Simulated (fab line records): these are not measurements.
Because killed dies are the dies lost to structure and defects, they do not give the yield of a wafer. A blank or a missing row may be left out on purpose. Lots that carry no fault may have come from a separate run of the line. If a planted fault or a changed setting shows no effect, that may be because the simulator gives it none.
Which tool was responsible? :: flow sky130 :: Sampling: 6 lots, 18 wafers, 2 of 708 route steps

== WHAT EACH GAUGE READ, for each wafer ==
SKY_VT_ADJUST_LVTN_TW_MEAS_10.
lot: L779
measured: day 7 03:43
on: film metro-04
VT_ADJUST_LVTN_TW: 240.4 241.2 240.4

lot: L783
measured: day 8 07:06
on: film metro-04
VT_ADJUST_LVTN_TW: 242.2 241.3 242.0

lot: L789
measured: day 9 18:22
on: film metro-04
VT_ADJUST_LVTN_TW: 241.3 241.1 241.5

lot: L791
measured: day 10 09:34
on: film metro-01
VT_ADJUST_LVTN_TW: 240.8 240.8 241.6

lot: L797
measured: day 12 06:48
on: film metro-01
VT_ADJUST_LVTN_TW: 241.0 239.8 240.7

lot: L801
measured: day 13 04:10
on: film metro-01
VT_ADJUST_LVTN_TW: 239.8 239.7 239.5

== WHICH TOOL RAN EACH LOT (tool, then ch and the chambers of the sampled wafers, then the start) ==
lot: L779
SKY_VT_ADJUST_HVTP_STRIP_10: plasma asher-01 ch 0,1, day 6 09:11

lot: L783
SKY_VT_ADJUST_HVTP_STRIP_10: plasma asher-02 ch 0,1, day 7 10:56

lot: L789
SKY_VT_ADJUST_HVTP_STRIP_10: plasma asher-04 ch 0, day 8 20:34

lot: L791
SKY_VT_ADJUST_HVTP_STRIP_10: plasma asher-02 ch 0,1, day 9 11:41

lot: L797
SKY_VT_ADJUST_HVTP_STRIP_10: plasma asher-02 ch 0,1, day 11 07:38

lot: L801
SKY_VT_ADJUST_HVTP_STRIP_10: plasma asher-04 ch 0,1, day 12 03:39
- SKY_VT_ADJUST_HVTP_STRIP_10: strips in O2/N2.

== THE ANSWER, worked out from the rows above alone ==
Rule: usual is defined by the lots themselves. The widest of any qualifying gaps counts: lots, ordered by their means at a reading, are off when they make up no more than a third of the lots, leave a main group of 4 or more, and stand apart from it by 3 or more times the standard deviation of that group's means. A main group whose means are all the same, to the digits that the tables above print for the reading, isn't used. A lot without any number at a reading at which 4 lots or more have one is off too. Any other lot the step has rows for is counted as sound.
No lot is off on any of the readings shown, so nothing can be concluded from this.

== WHAT THE SIMULATOR HAD INSERTED ==
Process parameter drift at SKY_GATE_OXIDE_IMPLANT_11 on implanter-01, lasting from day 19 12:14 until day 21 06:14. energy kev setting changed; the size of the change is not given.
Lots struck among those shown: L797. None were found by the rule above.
